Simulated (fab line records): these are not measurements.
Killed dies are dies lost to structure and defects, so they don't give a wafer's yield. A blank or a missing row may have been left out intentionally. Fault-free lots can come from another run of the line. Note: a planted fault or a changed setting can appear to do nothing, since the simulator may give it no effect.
Matching of chambers | flow gf180mcu | 3 sister chambers for GF_CONTACT_CVD_02 on pecvd-03
The step deposits SiO2 from TEOS, target thk 860 nm, time 95.992 s. 6 wafers are shown with their chamber, then 7 later ones without.

WAFERS PAIRED WITH THEIR CHAMBERS
wafer  | chamber | heaterPowerW (W) | susceptorTempC (C)
L810.5 | 0       | 603              | 399.88
L810.6 | 2       | 771              | 399.67
L811.3 | 0       | 571              | 400.15
L811.6 | 1       | 663              | 399.78
L813.1 | 1       | 536              | 399.95
L813.4 | 2       | 668              | 399.99

WAFERS WITH NO CHAMBER GIVEN
wafer  | heaterPowerW (W) | susceptorTempC (C)
L813.6 | 529              | 400.01
L815.1 | 557              | 400.18
L815.2 | 611              | 399.81
L815.3 | 828              | 400.10
L820.1 | 573              | 400.18
L820.4 | 675              | 399.91
L820.5 | 512              | 399.88

WHICH CHAMBER EACH WENT THROUGH
wafer  | from the rows above          | in truth
L813.6 | can't be placed: 0 or 1      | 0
L815.1 | can't be placed: 0 or 1      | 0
L815.2 | can't be placed: 1 or 0 or 2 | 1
L815.3 | can't be placed: 2 or 0 or 1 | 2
L820.1 | can't be placed: 0 or 1 or 2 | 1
L820.4 | can't be placed: 2 or 1 or 0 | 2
L820.5 | can't be placed: 1 or 0 or 2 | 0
Correct placement for 0 of the 7. Not placeable from these rows: 7 (in 7, the candidates include the true chamber). 0 placed wrongly.
How it was worked out, from the rows above alone: a wafer's distance from a chamber is the root of the sum, over the readings, of the square of ((its reading less the chamber's mean) divided by the reading's scatter). The wafer belongs to the nearest chamber; if the next one is less than 2 further off, it can't be placed. Each chamber's mean is taken over the wafers shown for it. The scatter is the square root of a quotient: the sum, over the shown wafers, of each reading's squared deviation from its chamber's mean, divided by wafers minus chambers.
